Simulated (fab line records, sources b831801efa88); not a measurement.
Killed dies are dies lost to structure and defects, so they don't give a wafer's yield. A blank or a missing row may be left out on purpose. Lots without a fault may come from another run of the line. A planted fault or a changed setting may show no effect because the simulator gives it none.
Chamber matching | flow sky130 | SKY_LI_CONTACT_ETCH_15 on rie_diel-02: 4 sister chambers
The step etches PSG in C4F8/O2/Ar, stops on Si, target depth 600 nm. 14 wafers are shown with their chamber, then 7 later ones without.

WAFERS WITH THEIR CHAMBER
wafer  | chamber | rf_fwd_power_W (W) | oes_product_au (a.u.)
L074.2 | 3       | 1488               | 0.838
L074.3 | 2       | 1497               | 0.838
L074.6 | 2       | 1498               | 0.834
L078.2 | 2       | 1496               | 0.832
L078.5 | 1       | 1487               | 0.837
L078.6 | 2       | 1496               | 0.836
L079.3 | 2       | 1494               | 0.842
L079.4 | 3       | 1490               | 0.838
L079.6 | 2       | 1502               | 0.839
L083.1 | 1       | 1504               | 0.837
L083.2 | 3       | 1497               | 0.836
L083.6 | 0       | 1492               | 0.835
L082.2 | 1       | 1487               | 0.840
L082.3 | 0       | 1486               | 0.839

SIGNATURES (means of the wafers above)
reading        | chamber 0 | chamber 1 | chamber 2 | chamber 3 | scatter within a chamber
rf_fwd_power_W | 1489.00   | 1492.67   | 1497.17   | 1491.67   | 5.41
oes_product_au | 0.83700   | 0.83800   | 0.83683   | 0.83733   | 0.00285
Rule: a wafer's distance from a chamber is the root of the sum, over the readings, of the square of ((its reading less the chamber's mean) divided by the reading's scatter). The wafer belongs to the nearest chamber; if the next one is less than 2 further off, it can't be placed. The scatter: the root of (the sum of the squares of (reading less its chamber's mean) over the shown wafers, divided by (wafers less chambers)).

WAFERS WITHOUT THEIR CHAMBER
wafer  | rf_fwd_power_W (W) | oes_product_au (a.u.)
L082.5 | 1491               | 0.830
L087.2 | 1495               | 0.842
L087.3 | 1490               | 0.841
L087.6 | 1488               | 0.840
L095.1 | 1493               | 0.827
L095.4 | 1491               | 0.844
L095.5 | 1493               | 0.839

WHICH CHAMBER EACH WENT THROUGH
wafer  | from the rows above               | in truth
L082.5 | can't be placed: 0 or 3 or 2 or 1 | 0
L087.2 | can't be placed: 1 or 3 or 2 or 0 | 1
L087.3 | can't be placed: 1 or 3 or 0 or 2 | 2
L087.6 | can't be placed: 0 or 1 or 3 or 2 | 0
L095.1 | can't be placed: 2 or 0 or 3 or 1 | 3
L095.4 | can't be placed: 1 or 3 or 0 or 2 | 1
L095.5 | can't be placed: 1 or 3 or 0 or 2 | 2
Placed correctly: 0 of 7. Can't be placed from these rows: 7 (the true chamber is among the candidates in 7). Placed wrongly: 0.
